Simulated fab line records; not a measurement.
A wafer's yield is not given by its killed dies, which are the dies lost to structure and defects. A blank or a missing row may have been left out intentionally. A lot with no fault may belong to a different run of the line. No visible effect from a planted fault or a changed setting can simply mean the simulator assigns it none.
Matching of chambers ; flow gf180mcu ; 4 sister chambers for GF_CONTACT_CMP_04 on cmp-02
The step polishes SiO2. 8 wafers are shown with their chamber, then 7 later ones without.

WAFERS WITH THEIR CHAMBER
wafer;chamber;motor-current-A (A);time-to-endpoint-s (s)
L275.4;0;10.4;109
L288.1;2;12.6;115
L288.2;0;10.5;113
L288.3;3;13.2;111
L292.2;2;13.1;108
L292.3;3;11.8;104
L294.3;1;13.1;104
L294.5;1;13.5;104

WAFERS WITH NO CHAMBER GIVEN
wafer;motor-current-A (A);time-to-endpoint-s (s)
L294.6;10.5;115
L296.3;13.4;104
L296.4;11.9;120
L296.5;12.4;112
L298.1;11.6;118
L298.2;13.6;105
L298.4;12.1;118

WHICH CHAMBER EACH WENT THROUGH
wafer;from the rows above;in truth
L294.6;0;0
L296.3;can't be placed: 1 or 3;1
L296.4;can't be placed: 2 or 3 or 0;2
L296.5;can't be placed: 2 or 3 or 1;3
L298.1;can't be placed: 0 or 2 or 3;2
L298.2;can't be placed: 1 or 3 or 2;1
L298.4;can't be placed: 2 or 3 or 0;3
Placed correctly: 1 of 7. Can't be placed from these rows: 6 (the true chamber is among the candidates in 6). Number placed wrongly: 0.
How it was worked out, from the rows above alone: a wafer's distance from a chamber is the root of the sum, over the readings, of the square of ((its reading less the chamber's mean) divided by the reading's scatter). If the next closest chamber is less than 2 further off than the closest, the wafer can't be placed; otherwise it belongs to the closest. For every chamber, the mean is computed from those of its wafers that are shown. The scatter: take each reading less its chamber's mean, square it, sum over the shown wafers, divide by the number of wafers less the number of chambers, and take the root.
